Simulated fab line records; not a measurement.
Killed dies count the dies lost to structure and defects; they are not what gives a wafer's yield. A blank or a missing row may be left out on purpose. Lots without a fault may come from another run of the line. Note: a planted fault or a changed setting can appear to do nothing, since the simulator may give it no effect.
fab line records	flow gf180mcu	part 1 of 2: steps 1 to 24 of 34
record lots=5	wafers=15	last-day=33
route steps=602 shown V3@443 M4@456 V4@476
lots that met no fault: taken from a fault-free run of the same line
start-h: hours from the record's first day to the start of the lot's first wafer shown	wait-h: hours elapsed since this lot's preceding step	" unchanged from the row above	L1.1+2: a row that stands for several wafers	- no value, or no start given	* or withheld: withheld	< > ~ a bound
route shown NAME@n: a module of which the file shows steps, and the number in the route of the first	usual: the fault-free wafers' mean and standard deviation	same: alike in all rows	chamber/n: place in a boat	sites: readings site by site	_std_site: how widely they spread, as a standard deviation	_edge_site: the outer-site mean with the inner-site mean subtracted	radius-mm: how far each site lies from the wafer's centre	mask NAME#n: copy n	behind: tool/chamber where the wafer was last shaped	hold: cause of the lot's hold/its duration in hours/its outcome	device: whichever transistor did not switch (one of n, p or np)	end of line: the route-end tests of the same wafers	where a step has no rows: the recipe by itself	killed: count of dies lost to structure and defects at first sort (not the wafer's yield)	map: dies across one wafer; x = killed, . = not, _ = none there
set.NAME: the setting that was run; set.NAME@STEP: the one run at that earlier step	model.NAME: the simulator's own value behind a step, which no gauge read
certain route steps with their lots: each step a table, each wafer a row
services: the hour from which a tool's chamber was out of use, counted from the record's first day as start-h (under 0 if before that day), plus the number of hours and why
## steps
# step GF_V3_CD_MEAS_14
# recipe target-cd-nm=260
# usual cd-nm=260.0/1.2
lot.wafer	tool	chamber	start-h	wait-h	cd-nm
L075.3	cd-sem-01	-	522.40	0.1	259.4
L075.5	"	-	"	"	258.9
L075.6	"	-	"	"	260.0
L083.3	cd-sem-02	-	595.15	0.1	260.0
L083.4	"	-	"	"	258.9
L083.5	"	-	"	"	259.6
L087.1	cd-sem-01	-	626.51	0.1	260.9
L087.2	"	-	"	"	259.2
L087.4	"	-	"	"	259.1
L091.1	cd-sem-01	-	649.56	0.1	259.6
L091.4	"	-	"	"	260.0
L091.6	"	-	"	"	260.5
L092.1	cd-sem-02	-	657.26	0.1	259.1
L092.3	"	-	"	"	258.8
L092.4	"	-	"	"	259.6
# step GF_V3_OVL_MEAS_15
# usual V3_OVL=-1/6.4
lot.wafer	tool	chamber	start-h	wait-h	V3_OVL[nm]
L075.3	overlay-01	-	522.49	0.1	3
L075.5	"	-	"	"	-1
L075.6	"	-	"	"	5
L083.3	overlay-01	-	595.24	0.1	4
L083.4	"	-	"	"	2
L083.5	"	-	"	"	3
L087.1	overlay-02	-	626.63	0.1	-3
L087.2	"	-	"	"	-3
L087.4	"	-	"	"	0
L091.1	overlay-01	-	649.68	0.1	-3
L091.4	"	-	"	"	-10
L091.6	"	-	"	"	-11
L092.1	overlay-01	-	657.38	0.1	7
L092.3	"	-	"	"	3
L092.4	"	-	"	"	-1
# step GF_V3_ETCH_16
# recipe chemistry=N2/H2	target-depth-a=withheld	overetch-a=withheld	time-s=withheld	target=BARC	ion-energy-ev=200	source-w=500	bias-w=100	pressure-mtorr=30	n2-flow-sccm=100	h2-flow-sccm=200
# usual drypump-motor-current-A=5.7/0.32	oes-product-au=0.855/0.0044	throttle-valve-pct=13.226/0.0091
lot.wafer	tool	chamber	start-h	wait-h	drypump-motor-current-A	oes-product-au	throttle-valve-pct
L075.3	rie-diel-01	1	522.51	0.0	5.4	0.850	13.232
L075.5	"	1	"	"	5.3	0.855	13.224
L075.6	"	0	"	"	5.8	0.852	13.217
L083.3	rie-diel-04	1	595.27	0.0	5.9	0.858	13.222
L083.4	"	3	"	"	5.2	0.856	13.225
L083.5	"	2	"	"	5.7	0.858	13.214
L087.1	rie-diel-01	3	626.67	0.0	6.4	0.848	13.220
L087.2	"	2	"	"	5.7	0.850	13.214
L087.4	"	1	"	"	5.4	0.853	13.228
L091.1	rie-diel-04	0	649.72	0.0	5.8	0.857	13.233
L091.4	"	2	"	"	5.8	0.864	13.216
L091.6	"	3	"	"	5.2	0.857	13.226
L092.1	rie-diel-04	1	657.42	0.0	5.9	0.848	13.219
L092.3	"	2	"	"	5.7	0.849	13.223
L092.4	"	3	"	"	5.2	0.862	13.243
# step GF_V3_ETCH_17
# recipe chemistry=C4F8/O2/Ar	mask-material=KrF	target=SiO2	stop-on=TiN	source-w=1500	bias-w=1200	pressure-mtorr=40	c4f8-flow-sccm=withheld	O2_flow_sccm=6	Ar_flow_sccm=300	time-s=withheld	target-depth-a=6350
# usual oes-product-au=0.856/0.0049
lot.wafer	tool	chamber	start-h	wait-h	oes-product-au
L075.3	rie-diel-01	1	-	-	0.852
L075.5	"	1	"	"	0.859
L075.6	"	0	"	"	0.861
L083.3	rie-diel-04	1	-	-	0.855
L083.4	"	3	"	"	0.851
L083.5	"	2	"	"	0.863
L087.1	rie-diel-01	3	-	-	0.853
L087.2	"	2	"	"	0.854
L087.4	"	1	"	"	0.851
L091.1	rie-diel-04	0	-	-	0.853
L091.4	"	2	"	"	0.852
L091.6	"	3	"	"	0.852
L092.1	rie-diel-04	1	-	-	0.863
L092.3	"	2	"	"	0.865
L092.4	"	3	"	"	0.852
# step GF_V3_STRIP_18
# recipe chemistry=O2/N2	power-w=1400	pressure-mtorr=1500	platen-temp-c=250	o2-flow-sccm=3000	n2-flow-sccm=300	overash-fraction=0.5
# usual drypump-motor-current-A=5.7/0.5	heater-power-w=325/30	oes-product-au=0.592/0.005
lot.wafer	tool	chamber	start-h	wait-h	drypump-motor-current-A	heater-power-w	oes-product-au	rf-hours-counter-h
L075.3	plasma-asher-03	0	522.68	-	5.3	317	0.588	-
L075.5	"	0	"	"	5.3	318	0.581	-
L075.6	"	1	"	"	5.7	359	0.594	-
L083.3	plasma-asher-02	1	595.43	-	6.7	309	0.585	-
L083.4	"	0	"	"	5.8	358	0.586	-
L083.5	"	1	"	"	6.7	315	0.600	-
L087.1	plasma-asher-02	1	626.80	-	6.6	309	0.591	103
L087.2	"	0	"	"	5.8	348	0.587	103
L087.4	"	0	"	"	5.8	354	0.587	-
L091.1	plasma-asher-01	1	649.85	-	5.2	281	0.589	23
L091.4	"	1	"	"	5.2	280	0.587	-
L091.6	"	0	"	"	5.6	336	0.582	-
L092.1	plasma-asher-02	1	657.55	-	6.6	308	0.594	107
L092.3	"	1	"	"	6.7	315	0.594	-
L092.4	"	0	"	"	5.8	353	0.596	-
# step GF_V3_STRIP_19
# recipe chemistry=post-etch-residue-remover	time-s=1200	temp-c=72.5
# same time-s=1200
lot.wafer	tool	chamber	start-h	wait-h
L075.3+5+6	wet-bench-04	1	522.74	0.0
L083.3+4+5	wet-bench-03	1	595.50	0.0
L087.1+2+4	wet-bench-03	0	626.90	0.1
L091.1+4+6	wet-bench-02	1	649.95	0.1
L092.1+3+4	wet-bench-02	3	657.65	0.1
# step GF_V3_CLEAN_20
# recipe chemistry=DIW	dry=n2-spin
lot.wafer	tool	chamber	start-h	wait-h
L075.3+5+6	wet-bench-03	2	523.08	0.0
L083.3+4+5	wet-bench-02	3	595.84	0.0
L087.1+2+4	wet-bench-02	0	627.24	0.0
L091.1+4+6	wet-bench-04	0	650.29	0.0
L092.1+3+4	wet-bench-04	1	657.99	0.0
# step GF_V3_SPUTTER_21
# recipe material=Ti	target-thk-nm=15	chamber-pressure-pa=5	power-w=2500	substrate-temp-c=200	time-s=80.02
# usual cathode-dc-power-W=2500.0/0.48	throttle-valve-pct=29.7/1
# same time-s=80.02
lot.wafer	tool	chamber	start-h	wait-h	cathode-dc-power-W	throttle-valve-pct
L075.3	pvd-sputter-01	-	523.18	0.0	2500.5	29.2
L075.5	"	-	"	"	2500.0	29.8
L075.6	"	-	"	"	2500.6	29.5
L083.3	pvd-sputter-02	-	595.93	0.0	2499.7	30.0
L083.4	"	-	"	"	2500.7	29.7
L083.5	"	-	"	"	2499.7	28.6
L087.1	pvd-sputter-03	-	627.33	0.0	2499.7	27.4
L087.2	"	-	"	"	2499.9	29.5
L087.4	"	-	"	"	2499.6	31.8
L091.1	pvd-sputter-03	-	650.40	0.0	2499.4	29.8
L091.4	"	-	"	"	2500.4	29.3
L091.6	"	-	"	"	2499.7	31.6
L092.1	pvd-sputter-01	-	658.09	0.0	2501.3	29.2
L092.3	"	-	"	"	2499.5	30.0
L092.4	"	-	"	"	2499.5	29.3
# step GF_V3_SPUTTER_22
# recipe material=TiN	target-thk-nm=10	chamber-pressure-pa=5	power-w=4000	time-s=40
# usual cathode-dc-power-W=4000.0/0.68	throttle-valve-pct=29.7/1
# same time-s=40
lot.wafer	tool	chamber	start-h	wait-h	cathode-dc-power-W	throttle-valve-pct
L075.3	pvd-sputter-01	-	523.24	0.0	3999.9	29.1
L075.5	"	-	"	"	4000.3	29.7
L075.6	"	-	"	"	3999.5	29.4
L083.3	pvd-sputter-02	-	595.99	0.0	3999.8	30.1
L083.4	"	-	"	"	3999.5	29.8
L083.5	"	-	"	"	4000.1	28.7
L087.1	pvd-sputter-03	-	627.39	0.0	3999.9	27.6
L087.2	"	-	"	"	4000.2	29.5
L087.4	"	-	"	"	4000.7	31.7
L091.1	pvd-sputter-03	-	650.46	0.0	3999.8	30.0
L091.4	"	-	"	"	4000.1	29.3
L091.6	"	-	"	"	3999.1	31.6
L092.1	pvd-sputter-01	-	658.15	0.0	4000.2	29.1
L092.3	"	-	"	"	3999.2	29.4
L092.4	"	-	"	"	4000.0	29.3
# step GF_V3_CVD_23
# recipe material=W	target-thk-nm=350	time-s=104.9	temp-c=400	pressure-torr=40
# usual heater-power-w=833/160
# same time-s=104.9
lot.wafer	tool	chamber	start-h	wait-h	heater-power-w
L075.3	cvd-w-01	1	523.32	0.1	702
L075.5	"	0	"	"	821
L075.6	"	1	"	"	706
L083.3	cvd-w-02	1	596.07	0.1	748
L083.4	"	0	"	"	1122
L083.5	"	0	"	"	1106
L087.1	cvd-w-01	1	627.43	0.0	703
L087.2	"	0	"	"	801
L087.4	"	0	"	"	795
L091.1	cvd-w-02	1	650.50	0.0	735
L091.4	"	0	"	"	1110
L091.6	"	0	"	"	1137
L092.1	cvd-w-02	1	658.19	0.0	745
L092.3	"	0	"	"	1106
L092.4	"	1	"	"	742
# step GF_V3_RS_MEAS_24
# recipe thk-meas-gauge=four-point-probe	reads=W_of_V3_CVD_23+TiN_of_V3_SPUTTER_22+Ti_of_V3_SPUTTER_21
# usual V3_W_RS=0.327/0.0059
lot.wafer	tool	chamber	start-h	wait-h	V3_W_RS[ohm/sq]
L075.3	film-metro-04	-	523.44	0.1	0.336
L075.5	"	-	"	"	0.331
L075.6	"	-	"	"	0.328
L083.3	film-metro-01	-	596.18	0.1	0.325
L083.4	"	-	"	"	0.322
L083.5	"	-	"	"	0.323
L087.1	film-metro-04	-	627.54	0.1	0.338
L087.2	"	-	"	"	0.332
L087.4	"	-	"	"	0.326
L091.1	film-metro-04	-	650.61	0.1	0.320
L091.4	"	-	"	"	0.320
L091.6	"	-	"	"	0.313
L092.1	film-metro-04	-	658.30	0.1	0.322
L092.3	"	-	"	"	0.317
L092.4	"	-	"	"	0.324
# step GF_V3_THK_MEAS_25
# recipe thk-meas-gauge=xrf	reads=W_of_V3_CVD_23
# usual V3_W_THK=358/7.6
lot.wafer	tool	chamber	start-h	wait-h	V3_W_THK[nm]
L075.3	film-metro-04	-	523.54	0.1	344
L075.5	"	-	"	"	350
L075.6	"	-	"	"	355
L083.3	film-metro-01	-	596.28	0.1	359
L083.4	"	-	"	"	364
L083.5	"	-	"	"	363
L087.1	film-metro-04	-	627.66	0.1	345
L087.2	"	-	"	"	352
L087.4	"	-	"	"	358
L091.1	film-metro-04	-	650.73	0.1	369
L091.4	"	-	"	"	370
L091.6	"	-	"	"	376
L092.1	film-metro-04	-	658.42	0.1	366
L092.3	"	-	"	"	374
L092.4	"	-	"	"	365
# step GF_V3_CMP_26
# recipe stop-on=SiO2	down-force-psi=3.5	platen-rpm=60	t-overpolish-s=15	target-thk-nm=0	pad-velocity-m-s=0.94248
# usual motor-current-A=11.1/0.87	overpolish-run-s=15.000/0.0092	slurry-flow-ml-min=150.0/0.48	time-to-endpoint-s=84/3.1
lot.wafer	tool	chamber	start-h	wait-h	motor-current-A	overpolish-run-s	slurry-flow-ml-min	time-to-endpoint-s
L075.3	cmp-02	0	523.73	0.2	9.7	14.994	149.6	81
L075.6	"	1	"	"	10.5	14.997	149.7	82
L075.5	"	2	"	"	10.8	15.017	150.1	81
L083.3	cmp-01	1	596.37	0.1	12.3	15.000	149.3	84
L083.4	"	2	"	"	11.8	14.992	149.8	88
L083.5	"	1	"	"	11.8	14.992	149.4	86
L087.2	cmp-01	2	627.72	0.0	11.0	14.987	150.0	89
L087.4	"	3	"	"	12.3	15.004	149.2	88
L087.1	"	1	"	"	12.1	15.008	149.5	81
L091.1	cmp-01	2	650.79	0.1	11.7	15.011	149.5	88
L091.4	"	1	"	"	12.1	15.006	149.5	80
L091.6	"	2	"	"	11.3	14.985	150.1	88
L092.3	cmp-02	0	658.48	0.0	9.6	14.984	149.6	88
L092.1	"	1	"	"	10.4	14.996	151.3	85
L092.4	"	3	"	"	10.2	15.012	150.1	82
# step GF_M4_SPUTTER_00
# recipe material=Ti	target-thk-nm=37.5	arriving-ion-energy-ev=80	substrate-temp-c=200	chamber-pressure-pa=2	power-w=4000	time-s=145
# usual cathode-dc-power-W=4000.0/0.74	throttle-valve-pct=29.7/0.81
# same time-s=145
lot.wafer	tool	chamber	start-h	wait-h	cathode-dc-power-W	throttle-valve-pct
L075.3	pvd-sputter-04	-	523.88	0.1	3998.2	29.5
L075.5	"	-	"	"	4000.2	29.6
L075.6	"	-	"	"	4001.1	29.2
L083.3	pvd-sputter-03	-	596.62	0.2	3999.0	31.4
L083.4	"	-	"	"	3999.5	29.9
L083.5	"	-	"	"	4000.8	30.2
L087.1	pvd-sputter-04	-	628.02	0.1	3998.8	29.8
L087.2	"	-	"	"	4000.2	29.1
L087.4	"	-	"	"	4001.2	29.3
L091.1	pvd-sputter-01	-	651.09	0.2	3999.3	29.2
L091.4	"	-	"	"	4001.3	31.4
L091.6	"	-	"	"	3999.7	29.1
L092.1	pvd-sputter-04	-	658.78	0.2	3999.0	29.7
L092.3	"	-	"	"	3999.4	29.6
L092.4	"	-	"	"	3999.9	29.4
# step GF_M4_SPUTTER_01
# recipe material=TiN	target-thk-nm=30	power-w=6500	time-s=25	chamber-pressure-pa=0.4
# usual cathode-dc-power-W=6500.0/1.1	throttle-valve-pct=29.7/0.81
# same time-s=25
lot.wafer	tool	chamber	start-h	wait-h	cathode-dc-power-W	throttle-valve-pct
L075.3	pvd-sputter-04	-	523.98	0.1	6498.6	29.6
L075.5	"	-	"	"	6501.1	29.6
L075.6	"	-	"	"	6498.4	29.4
L083.3	pvd-sputter-03	-	596.72	0.1	6501.2	31.6
L083.4	"	-	"	"	6499.6	30.1
L083.5	"	-	"	"	6498.8	29.9
L087.1	pvd-sputter-04	-	628.12	0.1	6499.1	29.8
L087.2	"	-	"	"	6499.3	29.5
L087.4	"	-	"	"	6500.0	29.5
L091.1	pvd-sputter-01	-	651.19	0.1	6500.3	29.3
L091.4	"	-	"	"	6500.4	30.9
L091.6	"	-	"	"	6501.5	29.1
L092.1	pvd-sputter-04	-	658.88	0.1	6499.5	30.2
L092.3	"	-	"	"	6500.0	29.2
L092.4	"	-	"	"	6499.8	29.6
# step GF_M4_SPUTTER_02
# recipe material=AlCu	target-thk-nm=450	power-w=10600	time-s=23.9	chamber-pressure-pa=0.4
# usual cathode-dc-power-W=10600/2	throttle-valve-pct=29.8/0.81
# same time-s=23.9
lot.wafer	tool	chamber	start-h	wait-h	cathode-dc-power-W	throttle-valve-pct
L075.3	pvd-sputter-04	-	524.01	0.0	10597	29.7
L075.5	"	-	"	"	10601	29.4
L075.6	"	-	"	"	10604	29.3
L083.3	pvd-sputter-03	-	596.75	0.0	10601	31.7
L083.4	"	-	"	"	10597	29.8
L083.5	"	-	"	"	10600	30.0
L087.1	pvd-sputter-04	-	628.15	0.0	10603	29.9
L087.2	"	-	"	"	10599	29.3
L087.4	"	-	"	"	10602	29.7
L091.1	pvd-sputter-01	-	651.22	0.0	10602	29.2
L091.4	"	-	"	"	10599	31.0
L091.6	"	-	"	"	10599	29.0
L092.1	pvd-sputter-04	-	658.91	0.0	10599	29.8
L092.3	"	-	"	"	10600	29.5
L092.4	"	-	"	"	10603	29.6
# step GF_M4_SPUTTER_03
# recipe material=Ti	target-thk-nm=10	substrate-temp-c=300	chamber-pressure-pa=0.3	power-w=3000	time-s=6.7
# usual cathode-dc-power-W=3000.0/0.52	throttle-valve-pct=29.8/0.82
# same time-s=6.7
lot.wafer	tool	chamber	start-h	wait-h	cathode-dc-power-W	throttle-valve-pct
L075.3	pvd-sputter-04	-	524.04	0.0	2999.4	29.5
L075.5	"	-	"	"	3000.1	29.7
L075.6	"	-	"	"	2999.3	29.2
L083.3	pvd-sputter-03	-	596.78	0.0	2999.6	31.8
L083.4	"	-	"	"	2999.7	30.1
L083.5	"	-	"	"	3000.1	30.0
L087.1	pvd-sputter-04	-	628.18	0.0	2999.0	29.8
L087.2	"	-	"	"	2999.9	29.2
L087.4	"	-	"	"	3000.4	29.5
L091.1	pvd-sputter-01	-	651.25	0.0	2998.5	29.3
L091.4	"	-	"	"	2999.5	31.7
L091.6	"	-	"	"	2998.9	28.9
L092.1	pvd-sputter-04	-	658.94	0.0	3000.7	29.7
L092.3	"	-	"	"	2999.7	29.7
L092.4	"	-	"	"	3000.5	29.4
# step GF_M4_SPUTTER_04
# recipe material=TiN	target-thk-nm=50	power-w=6500	time-s=41.7	chamber-pressure-pa=0.4
# usual cathode-dc-power-W=6500.0/1.1	throttle-valve-pct=29.8/0.82
# same time-s=41.7
lot.wafer	tool	chamber	start-h	wait-h	cathode-dc-power-W	throttle-valve-pct
L075.3	pvd-sputter-04	-	524.06	0.0	6500.2	29.4
L075.5	"	-	"	"	6499.0	29.4
L075.6	"	-	"	"	6498.9	29.6
L083.3	pvd-sputter-03	-	596.80	0.0	6496.0	31.8
L083.4	"	-	"	"	6500.5	29.9
L083.5	"	-	"	"	6499.4	30.3
L087.1	pvd-sputter-04	-	628.20	0.0	6500.4	30.2
L087.2	"	-	"	"	6498.1	29.1
L087.4	"	-	"	"	6498.9	29.5
L091.1	pvd-sputter-01	-	651.27	0.0	6499.4	29.3
L091.4	"	-	"	"	6499.9	31.5
L091.6	"	-	"	"	6501.0	29.1
L092.1	pvd-sputter-04	-	658.96	0.0	6501.6	30.1
L092.3	"	-	"	"	6500.8	29.4
L092.4	"	-	"	"	6499.5	29.7
# step GF_M4_RS_MEAS_05
# recipe thk-meas-gauge=four-point-probe	reads=TiN_of_M4_SPUTTER_04+Ti_of_M4_SPUTTER_03+AlCu_of_M4_SPUTTER_02+TiN_of_M4_SPUTTER_01+Ti_of_M4_SPUTTER_00
# usual M4_ALCU_RS=0.0690/0.00076
lot.wafer	tool	chamber	start-h	wait-h	M4_ALCU_RS[ohm/sq]
L075.3	film-metro-02	-	524.14	0.1	0.0706
L075.5	"	-	"	"	0.0697
L075.6	"	-	"	"	0.0703
L083.3	film-metro-04	-	596.88	0.1	0.0692
L083.4	"	-	"	"	0.0691
L083.5	"	-	"	"	0.0688
L087.1	film-metro-04	-	628.24	0.0	0.0679
L087.2	"	-	"	"	0.0671
L087.4	"	-	"	"	0.0679
L091.1	film-metro-02	-	651.33	0.0	0.0690
L091.4	"	-	"	"	0.0689
L091.6	"	-	"	"	0.0684
L092.1	film-metro-04	-	659.00	0.0	0.0685
L092.3	"	-	"	"	0.0674
L092.4	"	-	"	"	0.0684
# step GF_M4_THK_MEAS_06
# recipe thk-meas-gauge=xrf	reads=AlCu_of_M4_SPUTTER_02
# usual M4_ALCU_THK=450/5.8
lot.wafer	tool	chamber	start-h	wait-h	M4_ALCU_THK[nm]
L075.3	film-metro-02	-	524.24	0.1	443
L075.5	"	-	"	"	447
L075.6	"	-	"	"	445
L083.3	film-metro-04	-	596.98	0.1	448
L083.4	"	-	"	"	445
L083.5	"	-	"	"	449
L087.1	film-metro-04	-	628.36	0.1	460
L087.2	"	-	"	"	468
L087.4	"	-	"	"	457
L091.1	film-metro-02	-	651.45	0.1	454
L091.4	"	-	"	"	455
L091.6	"	-	"	"	459
L092.1	film-metro-04	-	659.12	0.1	455
L092.3	"	-	"	"	463
L092.4	"	-	"	"	456
# step GF_M4_DEHYDRATE_07
# recipe temp-c=200.8	time-s=60
# usual plate-temp-C=200.77/0.15
# same time-s=60
lot.wafer	tool	chamber	start-h	wait-h	plate-temp-C
L075.3	litho-track-04	0	535.16	10.9	200.64
L075.5	"	0	"	"	200.84
L075.6	"	0	"	"	200.61
L083.3	litho-track-01	0	606.81	9.8	200.79
L083.4	"	0	"	"	200.77
L083.5	"	0	"	"	200.84
L087.1	litho-track-04	0	637.41	9.0	200.67
L087.2	"	0	"	"	200.76
L087.4	"	0	"	"	200.82
L091.1	litho-track-04	0	659.71	8.2	200.82
L091.4	"	0	"	"	200.96
L091.6	"	0	"	"	200.87
L092.1	litho-track-02	0	668.31	9.2	200.65
L092.3	"	0	"	"	200.95
L092.4	"	0	"	"	200.81
# step GF_M4_HMDS_08
# recipe prime-time-s=60	prime-temp-c=120
lot.wafer	tool	chamber	start-h	wait-h
L075.3+5+6	litho-track-04	0	535.31	0.1
L083.3+4+5	litho-track-01	0	606.96	0.1
L087.1+2+4	litho-track-04	0	637.56	0.1
L091.1+4+6	litho-track-04	0	659.86	0.1
L092.1+3+4	litho-track-02	0	668.46	0.1
# step GF_M4_COAT_09
# recipe resist=KrF	spin-rpm=withheld	resist-thk-nm=1000
lot.wafer	tool	chamber	start-h	wait-h
L075.3+5+6	litho-track-04	0	535.46	0.1
L083.3+4+5	litho-track-01	0	607.11	0.1
L087.1+2+4	litho-track-04	0	637.71	0.1
L091.1+4+6	litho-track-04	0	660.01	0.1
L092.1+3+4	litho-track-02	0	668.61	0.1
# step GF_M4_SOFTBAKE_10
# recipe temp-c=130	time-s=60	resist=KrF
# usual plate-temp-C=130.00/0.14
# same time-s=60
lot.wafer	tool	chamber	start-h	wait-h	plate-temp-C
L075.3	litho-track-04	0	535.61	0.1	129.93
L075.5	"	0	"	"	129.85
L075.6	"	0	"	"	129.92
L083.3	litho-track-01	0	607.26	0.1	130.27
L083.4	"	0	"	"	130.06
L083.5	"	0	"	"	129.94
L087.1	litho-track-04	0	637.86	0.1	130.34
L087.2	"	0	"	"	130.09
L087.4	"	0	"	"	130.27
L091.1	litho-track-04	0	660.16	0.1	130.11
L091.4	"	0	"	"	129.73
L091.6	"	0	"	"	129.84
L092.1	litho-track-02	0	668.76	0.1	129.97
L092.3	"	0	"	"	129.94
L092.4	"	0	"	"	130.02
